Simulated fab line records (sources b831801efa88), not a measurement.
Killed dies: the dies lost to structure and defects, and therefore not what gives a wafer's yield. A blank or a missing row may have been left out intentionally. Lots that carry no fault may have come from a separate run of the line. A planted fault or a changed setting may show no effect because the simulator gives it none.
Struck lot and sound lot, side by side | flow sky130 | 21 out of 708 route steps
Sound: the wafers L112.2, L112.5, L112.6. The struck wafers were L119.3, L119.4, L119.5. The cause is named last.
At each step with rows: each side's tool, then ch and its chambers, then its first start. Under that, the readings that differ: sound wafers | struck wafers | difference of the means | sigmas: that difference in standard deviations of wafers without a fault.
alike: same words and numbers on both sides, and readings whose means sit less than 2 such deviations apart. not compared: any withheld reading, any reading some wafer has no value for, any bound like >300 that may hide the same value, and any number with overlapping values for which the record gives no deviation.
A row with sigmas, a row that says differs or no value, or rows on one side alone: a step with any of these is where the two part. Numbers that have no deviation but don't overlap get no sigmas and don't part them. Lack of a reading on every wafer of one side parts them only where that side has two or more wafers.

first, 1 step without rows for these wafers: SKY_RES_XHIGH_IMPLANT_07.
SKY_RES_XHIGH_STRIP_08: strips in O2/N2.
  sound on plasmaAsher-04 ch 0,1, day 31 15:53; struck on plasmaAsher-04 ch 0,1, day 33 05:01
  alike: drypumpMotorCurrentA, oesProductAu, stripTimeToEndpointS
  not compared: rfHoursCounterH
SKY_RES_XHIGH_TW_MEAS_09:
  sound: filmMetro-04 at day 31 15:59; struck: filmMetro-02 at day 33 05:06
reading      | sound          | struck         | difference | sigmas
RES_XHIGH_TW | 1650 1650 1657 | 1622 1622 1623 | -30        | -2
then, 7 steps without rows for these wafers: SKY_SD_N_DEHYDRATE_00 (time 60 s); SKY_SD_N_HMDS_01 (prime time 60 s); SKY_SD_N_COAT_02 (resist thk 1140 nm); SKY_SD_N_SOFTBAKE_03 (time 60 s); SKY_SD_N_EXPOSE_04 (exposes mask NSDM, target cd 380 nm); SKY_SD_N_PEB_05; SKY_SD_N_DEVELOP_06 (develop time 60 s).
SKY_SD_N_CD_MEAS_07 targets a cd of 380 nm.
  sound: cdSem-01 at day 32 20:33; struck: cdSem-01 at day 34 06:07
  alike: cdNm
SKY_SD_N_OVL_MEAS_08:
  sound: overlay-02 at day 32 20:40; struck: overlay-01 at day 34 06:13
  alike: SD_N_OVL
SKY_SD_N_IMPLANT_09:
  sound on implanter-02 ch 0, day 32 20:43; struck on implanter-02 ch 0, day 34 06:17
reading                  | sound                | struck               | difference | sigmas
beamEnergyKeV            | 50.022 50.012 49.982 | 54.096 54.100 54.094 | +4.091     | +99 or more
model.implant.rpNm (nm)  | 33.01 33.01 33.01    | 34.15 34.15 34.15    | +1.14      | 
model.implant.drpNm (nm) | 14.11 14.11 14.11    | 14.98 14.98 14.98    | +0.87      | 
after that, 1 step had no rows for these wafers: SKY_SD_N_IMPLANT_10.
SKY_SD_N_STRIP_11: strips in O2/N2.
  sound on plasmaAsher-02 ch 0,1, day 32 20:59; struck on plasmaAsher-04 ch 0,1, day 34 06:34
reading                  | sound             | struck            | difference | sigmas
oesProductAu (a.u.)      | 0.526 0.528 0.533 | 0.516 0.517 0.522 | -0.011     | -2
stripTimeToEndpointS (s) | 22.58 22.59 22.57 | 23.21 23.22 23.22 | +0.64      | +19
  alike: drypumpMotorCurrentA
  not compared: rfHoursCounterH
SKY_SD_N_TW_MEAS_12:
  sound: filmMetro-02 at day 32 21:06; struck: filmMetro-03 at day 34 06:39
reading | sound          | struck         | difference | sigmas
SD_N_TW | 3966 3949 3954 | 4066 4048 4046 | +97        | +3
then, 1 step without rows for these wafers: SKY_SD_N_CLEAN_13 (cleans in SC1/SC2, time 150 s).
SKY_SD_N_RTA_14: time 2 s.
  sound on rtpAnneal-02 ch 0, day 32 21:13; struck on rtpAnneal-02 ch 0, day 34 06:46
  alike: lampPowerPct, rampUpCPerS, wafer_temp_C_max
SKY_SD_N_RS_MEAS_16: a four-point-probe measurement.
  sound: filmMetro-03 at day 32 21:24; struck: filmMetro-04 at day 34 06:58
reading          | sound             | struck            | difference | sigmas
SD_N_RS (ohm/sq) | 68.49 68.55 68.63 | 65.78 65.76 65.69 | -2.81      | -26
SKY_SD_N_RS_MEAS_17: a four-point-probe measurement.
  sound: filmMetro-03 at day 32 21:31; struck: filmMetro-04 at day 34 07:05
  alike: SD_P_RS
-- the record jumps here: 16 days lie between the struck wafers' starts before and after (it left off in module SD_N and takes up again in module PAD_OPEN, whose first step shown is number 708 of the route) --
SKY_PAD_OPEN_PROBE_99:
  sound: prober-02 at day 49 15:07; struck: prober-02 at day 50 13:45
reading                        | sound             | struck            | difference | sigmas
model.etest.resNdiff.rsOhmSq   | 117.3 117.5 117.8 | 116.2 115.5 116.1 | -1.6       | 
model.etest.resNdiffHv.rsOhmSq | 112.4 113.3 112.9 | 110.9 110.3 110.6 | -2.3       | 
  alike: killed_at_M0_to_M3, killed_at_M4_up, killedAtContacts, killedAtFrontEnd, killedAtOther, killedDies, killedOpen, killedShort
  not compared: model.etest.resNdiff.lineOhmUm

== WHERE THEY PART ==
Earliest at SKY_RES_XHIGH_TW_MEAS_09; latest, in this record, at SKY_SD_N_RS_MEAS_16. Later steps at which nothing parts them and some readings are alike: SKY_SD_N_RS_MEAS_17, SKY_PAD_OPEN_PROBE_99.

WHY: the cause the simulator had injected
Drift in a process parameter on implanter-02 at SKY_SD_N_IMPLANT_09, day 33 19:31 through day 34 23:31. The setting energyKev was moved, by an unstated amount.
